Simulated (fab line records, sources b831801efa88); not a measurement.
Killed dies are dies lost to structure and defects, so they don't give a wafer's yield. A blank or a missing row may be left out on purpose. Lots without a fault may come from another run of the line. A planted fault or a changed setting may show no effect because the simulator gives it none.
Chamber matching | flow gf180mcu | GF_V2_ETCH_16 on rie_diel-04: 4 sister chambers
The step etches BARC in N2/H2. 18 wafers are shown with their chamber, then 9 later ones without.

WAFERS WITH THEIR CHAMBER
wafer  | chamber | drypump_motor_current_A (A) | oes_product_au (a.u.) | throttle_valve_pct (%)
L076.1 | 1       | 5.64                        | 0.850                 | 13.219
L076.3 | 2       | 6.13                        | 0.847                 | 13.218
L076.4 | 0       | 5.99                        | 0.850                 | 13.218
L078.1 | 2       | 6.11                        | 0.853                 | 13.230
L078.2 | 3       | 5.72                        | 0.853                 | 13.224
L078.4 | 0       | 5.99                        | 0.864                 | 13.240
L079.1 | 1       | 5.64                        | 0.856                 | 13.230
L079.3 | 0       | 5.98                        | 0.853                 | 13.212
L079.4 | 0       | 5.99                        | 0.849                 | 13.227
L082.2 | 2       | 6.11                        | 0.856                 | 13.232
L082.4 | 1       | 5.64                        | 0.861                 | 13.225
L082.5 | 1       | 5.67                        | 0.847                 | 13.227
L085.1 | 2       | 6.15                        | 0.851                 | 13.235
L085.3 | 0       | 5.98                        | 0.852                 | 13.229
L085.6 | 3       | 5.72                        | 0.854                 | 13.218
L086.3 | 0       | 5.99                        | 0.857                 | 13.237
L086.5 | 3       | 5.73                        | 0.858                 | 13.236
L086.6 | 0       | 5.99                        | 0.851                 | 13.221

SIGNATURES (means of the wafers above)
reading                 | chamber 0 | chamber 1 | chamber 2 | chamber 3 | scatter within a chamber
drypump_motor_current_A | 5.9871    | 5.6475    | 6.1250    | 5.7233    | 0.0119
oes_product_au          | 0.85371   | 0.85350   | 0.85175   | 0.85500   | 0.00491
throttle_valve_pct      | 13.22629  | 13.22525  | 13.22875  | 13.22600  | 0.0085
Rule: a wafer's distance from a chamber is the root of the sum, over the readings, of the square of ((its reading less the chamber's mean) divided by the reading's scatter). The wafer belongs to the nearest chamber; if the next one is less than 2 further off, it can't be placed. The scatter: the root of (the sum of the squares of (reading less its chamber's mean) over the shown wafers, divided by (wafers less chambers)).

WAFERS WITHOUT THEIR CHAMBER
wafer  | drypump_motor_current_A (A) | oes_product_au (a.u.) | throttle_valve_pct (%)
L090.1 | 5.63                        | 0.859                 | 13.225
L090.4 | 5.75                        | 0.853                 | 13.240
L090.5 | 5.64                        | 0.854                 | 13.227
L091.2 | 5.71                        | 0.858                 | 13.237
L091.3 | 5.64                        | 0.860                 | 13.231
L091.6 | 5.71                        | 0.855                 | 13.237
L093.1 | 5.74                        | 0.857                 | 13.235
L093.3 | 5.63                        | 0.859                 | 13.234
L093.6 | 5.74                        | 0.850                 | 13.219

WHICH CHAMBER EACH WENT THROUGH
wafer  | from the rows above | in truth
L090.1 | 1                   | 1
L090.4 | 3                   | 3
L090.5 | 1                   | 1
L091.2 | 3                   | 3
L091.3 | 1                   | 1
L091.6 | 3                   | 3
L093.1 | 3                   | 3
L093.3 | 1                   | 1
L093.6 | 3                   | 3
Placed correctly: 9 of 9. Can't be placed from these rows: 0. Placed wrongly: 0.
